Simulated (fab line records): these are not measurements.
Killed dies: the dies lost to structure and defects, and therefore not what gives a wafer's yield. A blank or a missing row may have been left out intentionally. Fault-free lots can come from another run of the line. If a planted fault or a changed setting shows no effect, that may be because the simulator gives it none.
One fault through the eyes of 2 desks	flow gf180mcu	each desk holds nothing but its own numbers, with what lay behind them at the end

## FOR THE TOOL OWNER'S DESK: litho_track-04
The tool's own readings at GF_MIM_COAT_14 (resist thk 1000 nm): means of the sampled wafers that have a number, for each lot that ran on this tool. A lot is out of limits, marked OUT, if its mean lies more than 4 standard deviations from the usual mean; the brackets give that distance.
Columns: A = spin_speed_rpm at GF_MIM_COAT_14, usual 3000.1 rpm
lot	first seen here	A
L783	day 25 22:46	2999.7
L788	day 26 19:42	3000.2
L789	day 27 14:04	3001.2
L791	day 27 19:07	3774.2 (+99 or more) OUT
L792	day 27 22:24	3776.0 (+99 or more) OUT
Finding of this desk: L791, L792 out of limits; the first was L791 at day 27 19:07, on spin_speed_rpm at GF_MIM_COAT_14. L783, L788, L789 stayed within limits.

## FROM THE METROLOGY DESK
What the gauges read for every lot (on any tool): the sampled wafers with a number, averaged. A lot is out of limits, marked OUT, if its mean lies more than 4 standard deviations from the usual mean; the brackets give that distance.
Columns: A = V1_CVD_00_THK at GF_V1_THK_MEAS_01, usual 599 nm; B = cd_nm at GF_V5_CD_MEAS_14, usual 260.2 nm
lot	first seen here	A	B
L782	day 17 03:29	598	258.8
L783	day 18 04:44	594	259.8
L784	day 18 08:49	601	260.6
L788	day 19 04:51	595	260.3
L789	day 20 02:24	595	259.6
L791	day 20 07:35	596	261.4
L792	day 20 13:08	599	260.7
L793	day 20 22:19	604	260.9
L796	day 22 05:01	598	260.2
L803	day 24 18:28	598	258.6
L804	day 24 19:30	600	260.1
L805	day 25 03:36	604	259.3
Finding of this desk: none of the 12 lots has anything out of limits.

## BROUGHT TOGETHER
On L791, L792, at day 27 19:07, an alarm was possible from the tool owner's desk.
Nothing out of limits was seen by the metrology desk.
The metrology desk holds a record of L791, L792, inside its limits.
All the named lots went through GF_MIM_COAT_14 on litho_track-04.

## WHAT THE SIMULATOR PUT IN
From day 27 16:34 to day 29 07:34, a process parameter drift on litho_track-04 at GF_MIM_COAT_14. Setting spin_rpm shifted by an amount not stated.
Lots struck among those shown: L791, L792.
Time in hours from fault onset to the first out-of-limits reading at each desk: the tool owner's desk, 3.
